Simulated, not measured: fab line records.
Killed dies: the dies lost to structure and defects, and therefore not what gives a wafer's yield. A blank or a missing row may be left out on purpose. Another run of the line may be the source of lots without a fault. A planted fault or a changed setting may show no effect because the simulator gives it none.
fab line records | flow sky130
record lots=5 wafers=15 lastDay=50
route steps=708 shown LDD_N@240 LDD_P@255 LDD_HVN@267 LDD_HVP@278 PAD_OPEN@708
lots that met no fault: from a run of the same line without faults
startH: hours from the record's first day to the start of the lot's first wafer shown | waitH: time in hours since the lot's previous step | " same as the row above | L1.1+2: a single row standing in for several wafers | - no value, or no start was given | * or withheld: withheld | < > ~ a bound
route shown NAME@n: a module of which the file shows steps, and the number in the route of the first | usual: mean and standard deviation over wafers with no fault | same: alike in all rows | chamber/n: place in a boat | sites: the reading at each site | _std_site: their standard deviation | _edge_site: the outer-site mean with the inner-site mean subtracted | radiusMm: for every site, how far away it sits from the centre of the wafer | mask NAME#n: copy n | behind: tool/chamber where the wafer was last shaped | hold: why the lot went on hold/how many hours it stayed there/how the hold came to an end | device: transistor that didn't switch, given as n, p or np | end of line: tests run on the same wafers once the route is complete | where a step has no rows: the recipe by itself | killed: at the first sort, the dies lost to defects and structure; wafer yield is something else | map: a wafer's dies, marking killed ones x, the rest . and places with no die _
set.NAME: the run value of the setting; set.NAME@STEP: its run value at that earlier step | model.NAME: the simulator's own value behind a step, which no gauge read
lots seen at some steps along the route; tables by step, rows by wafer
services: when a tool's chamber went out of use (startH, in hours from the record's first day, below 0 if earlier), for how many hours, and the reason
## steps
# step SKY_LDD_N_SOFTBAKE_03
# recipe tempC=90 timeS=60 resist=NOVOLAK
# step SKY_LDD_N_EXPOSE_04
# recipe maskId=NTM targetCdNm=840 na=0.6 sourceShape=conventional sigmaOuter=0.6 doseMj=110
# step SKY_LDD_N_PEB_05
# recipe tempC=withheld timeS=* resist=NOVOLAK
# step SKY_LDD_N_DEVELOP_06
# recipe developTimeS=60 devTempC=23.6
# step SKY_LDD_N_OVL_MEAS_07
# usual LDD_N_OVL=-0.6/1.2
# columns lot.wafer tool chamber startH waitH LDD_N_OVL[nm]
L697.1 overlay-02 - 443.34 0.1 0.4
L697.4 " - " " 1.4
L697.6 " - " " 1.7
L696.1 overlay-01 - 443.91 0.1 -1.6
L696.4 " - " " -1.0
L696.5 " - " " -1.2
L701.1 overlay-02 - 468.74 0.1 0.1
L701.2 " - " " -0.8
L701.5 " - " " 1.2
L707.3 overlay-01 - 550.00 0.1 -2.1
L707.5 " - " " -2.0
L707.6 " - " " -1.8
L714.1 overlay-01 - 583.86 0.1 -0.8
L714.4 " - " " -1.6
L714.5 " - " " 0.3
# step SKY_LDD_N_IMPLANT_08
# recipe species=As energyKev=20 doseCm2=7.5e+13 tiltDeg=withheld rotationDeg=23
# step SKY_LDD_N_IMPLANT_09
# recipe species=As energyKev=20 doseCm2=7.5e+13 tiltDeg=withheld rotationDeg=113
# step SKY_LDD_N_IMPLANT_10
# recipe species=As energyKev=20 doseCm2=7.5e+13 tiltDeg=withheld rotationDeg=203
# step SKY_LDD_N_IMPLANT_11
# recipe species=As energyKev=20 doseCm2=7.5e+13 tiltDeg=withheld rotationDeg=293
# step SKY_LDD_N_IMPLANT_12
# recipe species=BF2 energyKev=50 doseCm2=5e+12 tiltDeg=30 rotationDeg=0
# step SKY_LDD_N_IMPLANT_13
# recipe species=BF2 energyKev=50 doseCm2=5e+12 tiltDeg=30 rotationDeg=90
# step SKY_LDD_N_IMPLANT_14
# recipe species=BF2 energyKev=50 doseCm2=5e+12 tiltDeg=30 rotationDeg=180
# step SKY_LDD_N_IMPLANT_15
# recipe species=BF2 energyKev=50 doseCm2=5e+12 tiltDeg=30 rotationDeg=270
# usual beamOnS=10.01/0.18
# columns lot.wafer tool chamber startH waitH beamOnS
L697.1 implanter-01 0 444.43 0.1 10.07
L697.4 " 0 " " 9.93
L697.6 " 0 " " 9.87
L696.1 implanter-02 0 444.99 0.1 10.16
L696.4 " 0 " " 9.77
L696.5 " 0 " " 9.96
L701.1 implanter-04 0 469.83 0.1 10.13
L701.2 " 0 " " 9.62
L701.5 " 0 " " 9.84
L707.3 implanter-04 0 551.13 0.1 9.80
L707.5 " 0 " " 9.87
L707.6 " 0 " " 9.72
L714.1 implanter-01 0 584.94 0.1 10.09
L714.4 " 0 " " 10.08
L714.5 " 0 " " 9.88
# step SKY_LDD_N_STRIP_16
# recipe chemistry=O2/N2 powerW=1400 pressureMtorr=1500 platenTempC=withheld o2FlowSccm=3000 n2FlowSccm=300 overashFraction=0.5
# usual drypumpMotorCurrentA=5.4/0.42 oesProductAu=0.405/0.0046 stripTimeToEndpointS=4.311/0.015
# columns lot.wafer tool chamber startH waitH drypumpMotorCurrentA oesProductAu rfHoursCounterH stripTimeToEndpointS
L697.1 plasmaAsher-01 1 444.58 0.1 5.8 0.406 1 4.298
L697.4 " 1 " " 5.8 0.408 - 4.316
L697.6 " 1 " " 5.8 0.412 - 4.303
L696.1 plasmaAsher-04 1 445.14 0.1 5.1 0.412 29 4.319
L696.4 " 1 " " 5.1 0.402 - 4.313
L696.5 " 0 " " 5.7 0.407 - 4.304
L701.1 plasmaAsher-04 0 470.01 0.2 5.7 0.405 31 4.314
L701.2 " 1 " " 5.1 0.406 31 4.323
L701.5 " 1 " " 5.1 0.409 - 4.308
L707.3 plasmaAsher-04 1 551.26 0.1 5.0 0.408 - 4.316
L707.5 " 1 " " 5.0 0.404 - 4.334
L707.6 " 0 " " 5.7 0.413 - 4.318
L714.1 plasmaAsher-01 0 585.09 0.1 4.9 0.402 15 4.328
L714.4 " 1 " " 5.8 0.401 - 4.319
L714.5 " 0 " " 4.9 0.400 - 4.303
# step SKY_LDD_N_TW_MEAS_17
# usual LDD_N_TW=2578/24
# columns lot.wafer tool chamber startH waitH LDD_N_TW
L697.1 filmMetro-01 - 444.68 0.1 2551
L697.4 " - " " 2558
L697.6 " - " " 2562
L696.1 filmMetro-02 - 445.24 0.1 2591
L696.4 " - " " 2593
L696.5 " - " " 2580
L701.1 filmMetro-02 - 470.11 0.1 2574
L701.2 " - " " 2578
L701.5 " - " " 2568
L707.3 filmMetro-01 - 551.35 0.1 2544
L707.5 " - " " 2522
L707.6 " - " " 2534
L714.1 filmMetro-03 - 585.19 0.1 2618
L714.4 " - " " 2617
L714.5 " - " " 2615
# step SKY_LDD_P_DEHYDRATE_00
# recipe tempC=200 timeS=60
# step SKY_LDD_P_HMDS_01
# recipe primeTimeS=60 primeTempC=120
# step SKY_LDD_P_COAT_02
# recipe resist=NOVOLAK spinRpm=3000 resistThkNm=1140
# step SKY_LDD_P_SOFTBAKE_03
# recipe tempC=90 timeS=60 resist=NOVOLAK
# step SKY_LDD_P_EXPOSE_04
# recipe maskId=PSDM na=0.6 sourceShape=conventional sigmaOuter=0.6 polarization=unpolarized targetCdNm=380 doseMj=138
# step SKY_LDD_P_PEB_05
# recipe tempC=withheld timeS=* resist=NOVOLAK
# step SKY_LDD_P_DEVELOP_06
# recipe resist=NOVOLAK developer=TMAH developTimeS=60 devTempC=23
# step SKY_LDD_P_CD_MEAS_07
# recipe targetCdNm=380
# usual cdNm=379.7/2.3
# columns lot.wafer tool chamber startH waitH cdNm
L697.1 cdSem-02 - 475.35 0.1 379.0
L697.4 " - " " 379.2
L697.6 " - " " 377.0
L696.1 cdSem-02 - 475.95 0.1 377.7
L696.4 " - " " 380.4
L696.5 " - " " 380.3
L701.1 cdSem-01 - 500.12 0.1 381.6
L701.2 " - " " 382.4
L701.5 " - " " 381.8
L707.3 cdSem-01 - 581.09 0.1 382.3
L707.5 " - " " 383.0
L707.6 " - " " 383.5
L714.1 cdSem-02 - 613.57 0.1 379.4
L714.4 " - " " 379.7
L714.5 " - " " 379.0
# step SKY_LDD_P_OVL_MEAS_08
# usual LDD_P_OVL=0.8/1.4
# columns lot.wafer tool chamber startH waitH LDD_P_OVL[nm]
L697.1 overlay-01 - 475.47 0.1 2.0
L697.4 " - " " 1.5
L697.6 " - " " -0.1
L696.1 overlay-01 - 476.07 0.1 3.0
L696.4 " - " " 0.2
L696.5 " - " " 2.7
L701.1 overlay-01 - 500.24 0.1 1.0
L701.2 " - " " 1.0
L701.5 " - " " 0.9
L707.3 overlay-02 - 581.18 0.1 0.3
L707.5 " - " " 1.2
L707.6 " - " " 0.3
L714.1 overlay-01 - 613.69 0.1 3.4
L714.4 " - " " 2.4
L714.5 " - " " 1.8
# step SKY_LDD_P_IMPLANT_09
# recipe species=BF2 energyKev=25 doseCm2=1e+13 tiltDeg=withheld
# step SKY_LDD_P_STRIP_10
# recipe chemistry=O2/N2 powerW=1400 pressureMtorr=1500 platenTempC=withheld o2FlowSccm=3000 n2FlowSccm=300 overashFraction=0.5
# usual drypumpMotorCurrentA=5.5/0.44 oesProductAu=0.715/0.0045 stripTimeToEndpointS=14.182/0.029
# columns lot.wafer tool chamber startH waitH drypumpMotorCurrentA oesProductAu rfHoursCounterH stripTimeToEndpointS
L697.1 plasmaAsher-02 0 475.66 0.1 6.0 0.714 66 14.172
L697.4 " 0 " " 6.0 0.720 - 14.162
L697.6 " 0 " " 6.0 0.715 - 14.190
L696.1 plasmaAsher-01 0 476.26 0.1 4.9 0.717 4 14.117
L696.4 " 0 " " 4.9 0.711 - 14.146
L696.5 " 1 " " 5.8 0.717 - 14.148
L701.1 plasmaAsher-03 1 500.42 0.1 5.0 0.722 85 14.144
L701.2 " 0 " " 6.0 0.715 85 14.138
L701.5 " 1 " " 5.0 0.716 - 14.195
L707.3 plasmaAsher-01 1 581.39 0.1 5.8 0.712 - 14.176
L707.5 " 1 " " 5.8 0.717 - 14.130
L707.6 " 0 " " 4.9 0.723 - 14.166
L714.1 plasmaAsher-02 0 613.87 0.1 6.0 0.717 81 14.221
L714.4 " 0 " " 6.0 0.717 - 14.202
L714.5 " 0 " " 6.0 0.718 - 14.221
# step SKY_LDD_P_TW_MEAS_11
# usual LDD_P_TW=644/7.3
# columns lot.wafer tool chamber startH waitH LDD_P_TW
L697.1 filmMetro-04 - 475.76 0.1 656
L697.4 " - " " 655
L697.6 " - " " 657
L696.1 filmMetro-04 - 476.36 0.1 657
L696.4 " - " " 656
L696.5 " - " " 656
L701.1 filmMetro-03 - 500.52 0.1 639
L701.2 " - " " 635
L701.5 " - " " 637
L707.3 filmMetro-02 - 581.48 0.1 631
L707.5 " - " " 634
L707.6 " - " " 633
L714.1 filmMetro-04 - 613.97 0.1 654
L714.4 " - " " 649
L714.5 " - " " 652
# step SKY_LDD_HVN_DEHYDRATE_00
# recipe tempC=200 timeS=60
# step SKY_LDD_HVN_HMDS_01
# recipe primeTimeS=60 primeTempC=120
# step SKY_LDD_HVN_COAT_02
# recipe resist=NOVOLAK spinRpm=3000 resistThkNm=300
# step SKY_LDD_HVN_SOFTBAKE_03
# recipe tempC=90 timeS=60 resist=NOVOLAK
# step SKY_LDD_HVN_EXPOSE_04
# recipe maskId=HVNTM na=0.6 sourceShape=conventional sigmaOuter=0.6 polarization=unpolarized targetCdNm=700 doseMj=127
# step SKY_LDD_HVN_PEB_05
# recipe tempC=withheld timeS=* resist=NOVOLAK
# step SKY_LDD_HVN_DEVELOP_06
# recipe resist=NOVOLAK developer=TMAH developTimeS=60 devTempC=23
# step SKY_LDD_HVN_OVL_MEAS_07
# usual LDD_HVN_OVL=1.4/1.1
# columns lot.wafer tool chamber startH waitH LDD_HVN_OVL[nm]
L697.1 overlay-02 - 505.87 0.1 -0.1
L697.4 " - " " 1.1
L697.6 " - " " 1.9
L696.1 overlay-02 - 506.47 0.1 2.7
L696.4 " - " " 1.4
L696.5 " - " " 1.7
L701.1 overlay-02 - 530.41 0.1 2.8
L701.2 " - " " 0.4
L701.5 " - " " 1.1
L707.3 overlay-01 - 610.80 0.1 0.4
L707.5 " - " " 1.3
L707.6 " - " " 0.7
L714.1 overlay-02 - 643.79 0.1 -0.6
L714.4 " - " " -0.1
L714.5 " - " " -0.4
# step SKY_LDD_HVN_IMPLANT_08
# recipe species=P energyKev=60 doseCm2=3.041e+13 tiltDeg=40
# step SKY_LDD_HVN_STRIP_09
# recipe chemistry=O2/N2 powerW=1400 pressureMtorr=1500 platenTempC=withheld o2FlowSccm=3000 n2FlowSccm=300 overashFraction=0.5
# usual drypumpMotorCurrentA=5.5/0.38 oesProductAu=0.409/0.0042 stripTimeToEndpointS=4.139/0.014
# columns lot.wafer tool chamber startH waitH drypumpMotorCurrentA oesProductAu rfHoursCounterH stripTimeToEndpointS
L697.1 plasmaAsher-04 1 506.05 0.1 5.1 0.400 35 4.126
L697.4 " 1 " " 5.1 0.408 - 4.107
L697.6 " 1 " " 5.1 0.405 - 4.131
L696.1 plasmaAsher-02 0 506.65 0.1 6.0 0.417 70 4.171
L696.4 " 0 " " 6.0 0.405 - 4.141
L696.5 " 0 " " 6.0 0.404 - 4.138
L701.1 plasmaAsher-04 0 530.59 0.1 5.7 0.403 37 4.158
L701.2 " 1 " " 5.1 0.410 37 4.151
L701.5 " 1 " " 5.1 0.400 - 4.143
L707.3 plasmaAsher-01 1 611.01 0.1 5.8 0.412 - 4.136
L707.5 " 0 " " 4.9 0.406 - 4.129
L707.6 " 1 " " 5.8 0.409 - 4.141
L714.1 plasmaAsher-04 0 643.98 0.1 5.7 0.412 48 4.125
L714.4 " 1 " " 5.0 0.409 - 4.142
L714.5 " 1 " " 5.1 0.413 - 4.139
# step SKY_LDD_HVN_TW_MEAS_10
# usual LDD_HVN_TW=1439/25
# columns lot.wafer tool chamber startH waitH LDD_HVN_TW
L697.1 filmMetro-04 - 506.15 0.1 1474
L697.4 " - " " 1461
L697.6 " - " " 1472
L696.1 filmMetro-04 - 506.75 0.1 1464
L696.4 " - " " 1466
L696.5 " - " " 1474
L701.1 filmMetro-01 - 530.69 0.1 1421
L701.2 " - " " 1415
L701.5 " - " " 1415
L707.3 filmMetro-02 - 611.10 0.1 1451
L707.5 " - " " 1439
L707.6 " - " " 1434
L714.1 filmMetro-01 - 644.08 0.1 1404
L714.4 " - " " 1416
L714.5 " - " " 1405
# step SKY_LDD_HVP_DEHYDRATE_00
# recipe tempC=200 timeS=60
# step SKY_LDD_HVP_HMDS_01
# recipe primeTimeS=60 primeTempC=120
# step SKY_LDD_HVP_COAT_02
# recipe resist=NOVOLAK spinRpm=3000 resistThkNm=300
# step SKY_LDD_HVP_SOFTBAKE_03
# recipe tempC=90 timeS=60 resist=NOVOLAK
# step SKY_PAD_OPEN_PROBE_99
# usual killed_at_M0_to_M3=45/7.5 killed_at_M4_up=2.8/1.9 killedAtContacts=25/5.5 killedAtFrontEnd=14/4 killedAtOther=0.3/0.75 killedDies=87/9.4 killedOnRim=17/3.8 killedOpen=47/6.6 killedShort=39/6.6
# same grossDies=492 killedAtBackSide=0
# columns lot.wafer tool chamber startH waitH killed_at_M0_to_M3 killed_at_M4_up killedAtContacts killedAtFrontEnd killedAtOther killedDies killedOnRim killedOpen killedShort model.etest.nfet_01v8_turned.vtSatV
L697.1 prober-01 - 1106.68 0.1 49 2 18 11 0 80 24 42 38 0.6567
L697.4 prober-01 - 1106.83 0.2 46 2 18 20 0 86 14 45 41 0.6732
L697.6 prober-01 - 1106.93 0.2 47 3 19 21 1 91 17 41 50 0.6644
L696.1 prober-01 - 1108.34 0.1 33 11 23 19 0 86 14 47 34 0.6431
L696.4 prober-01 - 1108.49 0.2 41 4 29 16 0 90 18 43 47 0.6465
L696.5 prober-01 - 1108.54 0.2 54 3 27 10 0 94 17 49 45 0.6433
L701.1 prober-01 - 1122.16 0.1 38 2 29 18 0 87 24 43 43 0.6519
L701.2 prober-01 - 1122.21 0.1 33 2 10 16 0 61 11 36 25 0.6464
L701.5 prober-01 - 1122.36 0.2 49 1 28 13 0 91 22 46 45 0.643
L707.3 prober-02 - 1175.28 0.2 45 2 14 16 1 78 18 44 34 0.6659
L707.5 prober-02 - 1175.38 0.2 47 1 25 18 0 91 20 48 43 0.6608
L707.6 prober-02 - 1175.43 0.2 44 2 24 8 1 79 17 35 44 0.6622
L714.1 prober-02 - 1196.17 0.1 46 2 29 16 0 93 17 41 52 0.6525
L714.4 prober-02 - 1196.32 0.2 48 0 28 12 0 88 15 57 31 0.6411
L714.5 prober-02 - 1196.37 0.2 43 4 31 12 1 91 16 46 45 0.6403
# killed by level:class
L697.1 METAL2:geometricParticle:short=8 VIA1:geometricParticle:open=7 VIA2:geometricParticle:open=7 LI_CONTACT:geometricParticle:open=6 CONTACT:geometricParticle:open=6 METAL1:geometricParticle:short=6 VIA3:geometricParticle:open=6 VIA3:geometricParticle:short=5
L697.4 POLY_GATE:geometricParticle:short=8 LI_CONTACT:geometricParticle:open=8 METAL2:geometricParticle:short=7 VIA2:geometricParticle:open=7 FIELD_ISO:geometricParticle:open=5 METAL2:geometricParticle:open=5 METAL1:geometricParticle:short=5 VIA1:geometricParticle:open=5
L697.6 VIA1:geometricParticle:open=9 METAL1:geometricParticle:short=7 CONTACT:geometricParticle:open=6 VIA3:geometricParticle:open=6 POLY_GATE:geometricParticle:open=5 POLY_GATE:geometricParticle:short=5 METAL2:geometricParticle:short=5 SPACER:geometricParticle:short=4
L696.1 VIA1:geometricParticle:open=9 CONTACT:geometricParticle:open=8 LI_CONTACT:geometricParticle:open=7 VIA2:geometricParticle:open=7 FIELD_ISO:geometricParticle:open=5 METAL4:geometricParticle:short=5 VIA4:areaEtch=5 LOCAL_INTERCONNECT:geometricParticle:short=4
L696.4 CONTACT:geometricParticle:open=13 VIA1:geometricParticle:short=7 METAL2:geometricParticle:short=6 VIA2:geometricParticle:open=6 VIA1:geometricParticle:open=5 METAL1:geometricParticle:short=5 CONTACT:geometricParticle:short=5 VIA2:geometricParticle:short=5
L696.5 VIA1:geometricParticle:open=11 LI_CONTACT:geometricParticle:open=11 METAL2:geometricParticle:short=8 VIA2:geometricParticle:open=8 VIA1:geometricParticle:short=7 LOCAL_INTERCONNECT:geometricParticle:short=6 VIA3:geometricParticle:open=6 CONTACT:geometricParticle:open=5
L701.1 CONTACT:geometricParticle:open=10 METAL1:geometricParticle:short=8 LI_CONTACT:geometricParticle:open=7 CONTACT:geometricParticle:short=6 VIA1:geometricParticle:open=6 FIELD_ISO:geometricParticle:short=4 FIELD_ISO:geometricParticle:open=4 POLY_GATE:geometricParticle:open=4
L701.2 VIA1:geometricParticle:open=9 FIELD_ISO:geometricParticle:short=6 FIELD_ISO:geometricParticle:open=5 LI_CONTACT:geometricParticle:open=5 VIA2:geometricParticle:short=5 VIA2:geometricParticle:open=5 CONTACT:geometricParticle:open=3 METAL3:geometricParticle:short=3
L701.5 VIA1:geometricParticle:open=11 CONTACT:geometricParticle:open=10 METAL2:geometricParticle:short=7 VIA2:geometricParticle:open=7 METAL1:geometricParticle:short=7 CONTACT:geometricParticle:short=6 VIA3:geometricParticle:open=5 LI_CONTACT:geometricParticle:short=4
L707.3 VIA1:geometricParticle:open=11 VIA3:geometricParticle:open=8 METAL2:geometricParticle:short=6 VIA2:geometricParticle:open=6 FIELD_ISO:geometricParticle:open=5 CONTACT:geometricParticle:short=5 FIELD_ISO:geometricParticle:short=4 LI_CONTACT:geometricParticle:short=4
L707.5 VIA1:geometricParticle:short=11 VIA1:geometricParticle:open=11 CONTACT:geometricParticle:open=9 LI_CONTACT:geometricParticle:open=7 CONTACT:geometricParticle:short=6 VIA2:geometricParticle:open=6 FIELD_ISO:geometricParticle:open=5 FIELD_ISO:geometricParticle:short=5
L707.6 VIA1:geometricParticle:open=9 VIA2:geometricParticle:open=7 LI_CONTACT:geometricParticle:open=6 CONTACT:geometricParticle:open=6 VIA1:geometricParticle:short=5 CONTACT:geometricParticle:short=5 METAL1:geometricParticle:short=5 VIA3:geometricParticle:short=5
L714.1 CONTACT:geometricParticle:open=13 METAL2:geometricParticle:short=9 VIA1:geometricParticle:open=7 VIA2:geometricParticle:short=7 CONTACT:geometricParticle:short=6 POLY_GATE:geometricParticle:short=5 VIA3:geometricParticle:open=5 POLY_GATE:geometricParticle:open=4
L714.4 CONTACT:geometricParticle:open=15 VIA1:geometricParticle:open=11 VIA3:geometricParticle:open=10 METAL1:geometricParticle:short=8 LI_CONTACT:geometricParticle:open=6 VIA2:geometricParticle:open=6 VIA1:geometricParticle:short=4 POLY_GATE:geometricParticle:open=3
L714.5 CONTACT:geometricParticle:open=12 VIA1:geometricParticle:open=8 VIA3:geometricParticle:open=8 LI_CONTACT:geometricParticle:open=7 VIA1:geometricParticle:short=7 LOCAL_INTERCONNECT:geometricParticle:short=5 VIA2:geometricParticle:short=5 POLY_GATE:geometricParticle:short=4
## services
# columns tool chamber startH hours kind
plasmaAsher-01 - 421.25 9.0 pm
plasmaAsher-01 0 421.25 9.0 ventCycle
plasmaAsher-01 1 421.25 9.0 ventCycle
plasmaAsher-01 0 430.25 - clean
plasmaAsher-01 1 430.25 - clean
implanter-04 - 452.21 5.4 repair
plasmaAsher-03 - 455.57 0.7 repair
plasmaAsher-01 - 481.46 3.8 repair
implanter-04 - 497.84 0.8 repair
implanter-04 - 511.71 2.0 repair
implanter-04 - 521.40 4.9 repair
plasmaAsher-01 - 557.41 2.3 repair
plasmaAsher-03 - 568.71 1.1 repair
plasmaAsher-03 - 570.49 1.9 repair
implanter-02 - 583.74 2.8 repair
implanter-01 - 611.05 1.2 repair
plasmaAsher-04 - 617.57 4.3 repair
plasmaAsher-01 - 641.11 6.0 repair
## key
firstSign none at tools or gauges
modelEffect step=SKY_PAD_OPEN_PROBE_99 value=etest.nfet_01v8_turned.vtSatV without=0.6485 struck=0.663
metAt SKY_LDD_N_IMPLANT_15
struckWafers L707.3,L707.5,L707.6
testerLeftOut L707
onsetBetween 469.83 551.13
alsoFits SKY_LDD_N_STRIP_16:plasmaAsher-04,SKY_LDD_P_STRIP_10:plasmaAsher-01,SKY_LDD_HVN_STRIP_09:plasmaAsher-01
fault kind=processParameterDrift tool=implanter-04 chamber=- onsetH=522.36 steps=SKY_LDD_N_IMPLANT_15 channel=tiltDeg offset=* spreadByWafer=* shape=step endH=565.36 actsIn=* stated=*
# testerLeftOut: of these lots the tester's yield and bins aren't shown, on N5 and GAA mostly nor the transistor test; their killed dies are dies lost to structure and defects alone, not to doping, threshold or leakage, so they don't give the yield
